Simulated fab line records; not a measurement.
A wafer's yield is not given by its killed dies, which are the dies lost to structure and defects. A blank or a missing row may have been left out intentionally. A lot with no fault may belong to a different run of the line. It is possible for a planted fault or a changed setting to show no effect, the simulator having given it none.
Comparing a struck lot with a sound one    flow sky130    15 out of 708 route steps
Sound: wafers L453.1, L453.2, L453.6. Wafers L464.1, L464.3, L464.4 were the ones struck. Last of all comes the cause.
Order at every step that has rows: each side's tool, ch and its chambers, its first start. Under that, the readings that differ: sound wafers    struck wafers    difference of the means    sigmas: that difference in standard deviations of wafers without a fault.
alike: readings with means less than 2 such deviations apart, plus words and numbers identical on both sides. not compared: withheld readings, readings lacking a value on some wafer, bounds such as >300 that could conceal the same value, and numbers that have no deviation in the record and whose values overlap.
Wherever a step has rows on one side only, a row that says differs or no value, or a row with sigmas, the two part there. Numbers that have no deviation but don't overlap get no sigmas and don't part them. A reading that every wafer of one side lacks parts them only if that side has two wafers or more.

first, 8 steps without rows for these wafers: SKY_METAL3_DEHYDRATE_05 (time 60 s); SKY_METAL3_HMDS_06 (prime time 60 s); SKY_METAL3_COAT_07 (resist thk 60 nm); SKY_METAL3_COAT_08 (resist thk 1140 nm); SKY_METAL3_SOFTBAKE_09 (time 90 s); SKY_METAL3_EXPOSE_10 (exposes mask MM3, target cd 300 nm); SKY_METAL3_PEB_11; SKY_METAL3_DEVELOP_12 (develop time 60 s).
SKY_METAL3_CD_MEAS_13: the cd target is 300 nm.
  struck on cdSem-02, day 43 04:17; sound on cdSem-02, day 39 05:04
  alike: cdNm
SKY_METAL3_OVL_MEAS_14:
  struck on overlay-01, day 43 04:24; sound on overlay-01, day 39 05:11
  alike: METAL3_OVL
SKY_METAL3_DESCUM_15: chemistry O2, time 8 s.
  sound on rieMetal-02 ch 0,1, day 39 05:14; struck on rieMetal-04 ch 0,1, day 43 04:26
reading              sound              struck             difference  sigmas
oesProductAu (a.u.)  1.042 1.032 1.030  0.980 0.973 0.985  -0.055      -4
  alike: drypumpMotorCurrentA
  not compared: rfHoursCounterH
SKY_METAL3_ETCH_16: etches BARC in N2/H2, stops on SiO2, time 88.2 s, target depth 60 nm.
  sound on rieMetal-02 ch 0,1, day 39 05:16; struck on rieMetal-04 ch 0,1, day 43 04:28
reading    sound              struck                difference  sigmas
biasW (W)  99.58 99.96 99.36  100.03 100.42 100.50  +0.68       +2
  alike: chamberPressureMTorr, drypumpMotorCurrentA, n2FlowSccm, oesProductAu, throttleValvePct
  not compared: rfHoursCounterH
SKY_METAL3_ETCH_17: etches SiO2 in C4F8/O2/Ar, stops on TiN, time 3.9 s, target depth 15 nm.
  sound on rieDiel-04 ch 0,2,3, day 39 05:22; struck on rieDiel-04 ch 0,2,3, day 43 04:34
  no value came back on the struck wafers for biasW (W), chamberPressureMTorr (mTorr), oesProductAu (a.u.); on the sound wafers biasW (W) reads 1200 1199 1200
SKY_METAL3_METAL_ETCH_18: etches the open film in Cl2/BCl3, stops on SiO2, target depth 845 nm, time 183.1 s.
  sound on rieMetal-01 ch 1, day 39 05:23; struck on rieMetal-02 ch 0,1, day 43 04:35
  alike: bcl3FlowSccm, biasW, drypumpMotorCurrentA, oesProductAu, throttleValvePct
  not compared: rfHoursCounterH
-- the record jumps here: 6 days lie between the struck wafers' starts before and after (it left off in module METAL3 and takes up again in module PAD_OPEN, whose first step shown is number 708 of the route) --
SKY_PAD_OPEN_PROBE_99:
  struck on prober-02, day 49 13:59; sound on prober-01, day 46 10:40
reading                  sound           struck          difference  sigmas
defectLimitedYield (%)   82.9 80.5 84.6  0 0 0           -83         -41
killed_at_M0_to_M3       45 49 35        452 451 454     +409        +53
killedDies               84 96 76        492 492 492     +407        +41
killedOnRim              14 18 18        96 96 96        +79         +22
sort_bin_5_function (%)  10.0 11.4 8.3   92.3 92.1 91.1  +81.9       +55
sortNPass                408 396 416     0 0 0           -407        -41
sortYieldPct (%)         82.9 80.5 84.6  0 0 0           -83         -41
  alike: killed_at_M4_up, killedAtContacts, killedAtFrontEnd, killedAtOther, killedOpen, killedShort, sort_bin_3_pad_short, sort_bin_6_memory

WHERE THEY PART
Earliest at SKY_METAL3_DESCUM_15; latest, in this record, at SKY_PAD_OPEN_PROBE_99.

WHY: the cause the simulator had injected
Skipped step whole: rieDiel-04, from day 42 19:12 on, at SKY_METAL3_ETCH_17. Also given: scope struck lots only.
